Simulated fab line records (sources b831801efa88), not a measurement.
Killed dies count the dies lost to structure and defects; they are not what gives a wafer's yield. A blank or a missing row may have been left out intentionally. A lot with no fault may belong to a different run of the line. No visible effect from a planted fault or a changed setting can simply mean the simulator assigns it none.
Shared-tool check + flow sfq line + Sampled: 14 lots, 42 wafers

WHY IT WAS OPENED
Of 14 lots, 2 have the reading M2_NB_RS flagged at SFQ_M2_RS_MEAS_914. No-fault wafers: 0.896 ohm/sq, standard deviation 0.0097.
Rule: flag the lot when none of its wafers has a number, or when each of its wafers that has one lies beyond 4 standard deviations from that mean. The other lots count as sound.

| lot  | measured     | on            | M2_NB_RS (ohm/sq), wafer by wafer | flag    |
|------|--------------|---------------|-----------------------------------|---------|
| L414 | day 17 19:50 | film metro-01 | 0.903 0.908 0.897                 |         |
| L417 | day 18 09:40 | film metro-03 | 0.884 0.893 0.900                 |         |
| L418 | day 18 17:30 | film metro-03 | 0.892 0.897 0.892                 |         |
| L421 | day 19 19:23 | film metro-02 | 0.884 0.896 0.890                 |         |
| L422 | day 19 21:47 | film metro-03 | 0.895 0.895 0.895                 |         |
| L425 | day 21 12:38 | film metro-03 | 0.898 0.898 0.884                 |         |
| L426 | day 21 17:38 | film metro-02 | 0.882 0.886 0.870                 |         |
| L427 | day 22 01:52 | film metro-01 | 0.763 0.754 0.768                 | FLAGGED |
| L428 | day 22 12:41 | film metro-03 | 0.769 0.764 0.763                 | FLAGGED |
| L433 | day 25 05:30 | film metro-01 | 0.896 0.898 0.897                 |         |
| L434 | day 25 07:53 | film metro-03 | 0.885 0.893 0.890                 |         |
| L435 | day 25 21:51 | film metro-02 | 0.908 0.898 0.904                 |         |
| L436 | day 26 06:26 | film metro-03 | 0.919 0.897 0.914                 |         |
| L437 | day 26 17:07 | film metro-01 | 0.902 0.904 0.896                 |         |
On average the flagged lots' numbers are 0.764 ohm/sq, which is -0.132 ohm/sq against the usual, or -14 standard deviations.

EACH LOT AND THE TOOL IT RAN ON
2 process steps preceding the reading are held in the record, out of 325 steps in the route. In each cell: the tool, then ch and the chambers that the sampled wafers went through, then the start.
| lot  | flag    | SFQ_TRILAYER_I0_DEP_PECVD_027   | SFQ_TRILAYER_M2_DEP_SPUTTER_055 |
|------|---------|---------------------------------|---------------------------------|
| L414 |         | pecvd-01 ch 1,2, day 6 11:07    | pvd sputter-06, day 17 19:44    |
| L417 |         | pecvd-01 ch 0,2, day 6 20:43    | pvd sputter-05, day 18 09:32    |
| L418 |         | pecvd-02 ch 0,1,2, day 6 21:57  | pvd sputter-04, day 18 17:21    |
| L421 |         | pecvd-01 ch 0,1, day 7 08:43    | pvd sputter-05, day 19 19:17    |
| L422 |         | pecvd-03 ch 1,2, day 7 13:31    | pvd sputter-04, day 19 21:41    |
| L425 |         | pecvd-01 ch 1,2, day 8 05:05    | pvd sputter-04, day 21 12:32    |
| L426 |         | pecvd-02 ch 0,1,2, day 8 12:17  | pvd sputter-05, day 21 17:32    |
| L427 | FLAGGED | pecvd-02 ch 1,2, day 8 17:05    | pvd sputter-04, day 22 01:44    |
| L428 | FLAGGED | pecvd-01 ch 0,1, day 9 02:41    | pvd sputter-04, day 22 12:34    |
| L433 |         | pecvd-03 ch 0,1, day 10 10:59   | pvd sputter-06, day 25 05:23    |
| L434 |         | pecvd-01 ch 1,2, day 10 11:24   | pvd sputter-05, day 25 07:47    |
| L435 |         | pecvd-01 ch 1,2, day 10 22:12   | pvd sputter-06, day 25 21:44    |
| L436 |         | pecvd-03 ch 0,1,2, day 11 05:24 | pvd sputter-04, day 26 06:19    |
| L437 |         | pecvd-02 ch 0,2, day 11 12:09   | pvd sputter-06, day 26 17:01    |
What is done by these steps:
- SFQ_TRILAYER_I0_DEP_PECVD_027: deposits SiO2 from SiH4/N2O, time 111.11 s, target thk 500 nm.
- SFQ_TRILAYER_M2_DEP_SPUTTER_055: material Nb, target thk 200 nm, time 133.3 s.
- SFQ_M2_RS_MEAS_914: measures by four-point-probe.

FLAGGED AGAINST TOTAL, ONE TOOL AT A TIME (gauges that did the reading follow at the end)
| step                            | tool           | lots run | flagged | share of the flagged lots | sound lots run after its first flagged lot |
|---------------------------------|----------------|----------|---------|---------------------------|--------------------------------------------|
| SFQ_TRILAYER_I0_DEP_PECVD_027   | pecvd-01       | 7        | 1       | some                      | 2 (L434,L435)                              |
| SFQ_TRILAYER_I0_DEP_PECVD_027   | pecvd-02       | 4        | 1       | some                      | 1 (L437)                                   |
| SFQ_TRILAYER_I0_DEP_PECVD_027   | pecvd-03       | 3        | 0       | none                      | -                                          |
| SFQ_TRILAYER_M2_DEP_SPUTTER_055 | pvd sputter-04 | 6        | 2       | all                       | 1 (L436)                                   |
| SFQ_TRILAYER_M2_DEP_SPUTTER_055 | pvd sputter-05 | 4        | 0       | none                      | -                                          |
| SFQ_TRILAYER_M2_DEP_SPUTTER_055 | pvd sputter-06 | 4        | 0       | none                      | -                                          |
| SFQ_M2_RS_MEAS_914              | film metro-01  | 4        | 1       | some                      | 2 (L433,L437)                              |
| SFQ_M2_RS_MEAS_914              | film metro-02  | 3        | 0       | none                      | -                                          |
| SFQ_M2_RS_MEAS_914              | film metro-03  | 7        | 1       | some                      | 2 (L434,L436)                              |

THE TABLE: WHAT IT ALLOWS
1 row of the table ran every flagged lot: pvd sputter-04 at SFQ_TRILAYER_M2_DEP_SPUTTER_055.
- pvd sputter-04 at SFQ_TRILAYER_M2_DEP_SPUTTER_055: 2 of its 6 lots flagged. After the first flagged lot (L436), sound lots still ran on it; a lasting fault on the whole tool would not permit that.
There is no row in the table that ran each flagged lot and no sound lot after the first.

WHAT WAS PUT IN BY THE SIMULATOR
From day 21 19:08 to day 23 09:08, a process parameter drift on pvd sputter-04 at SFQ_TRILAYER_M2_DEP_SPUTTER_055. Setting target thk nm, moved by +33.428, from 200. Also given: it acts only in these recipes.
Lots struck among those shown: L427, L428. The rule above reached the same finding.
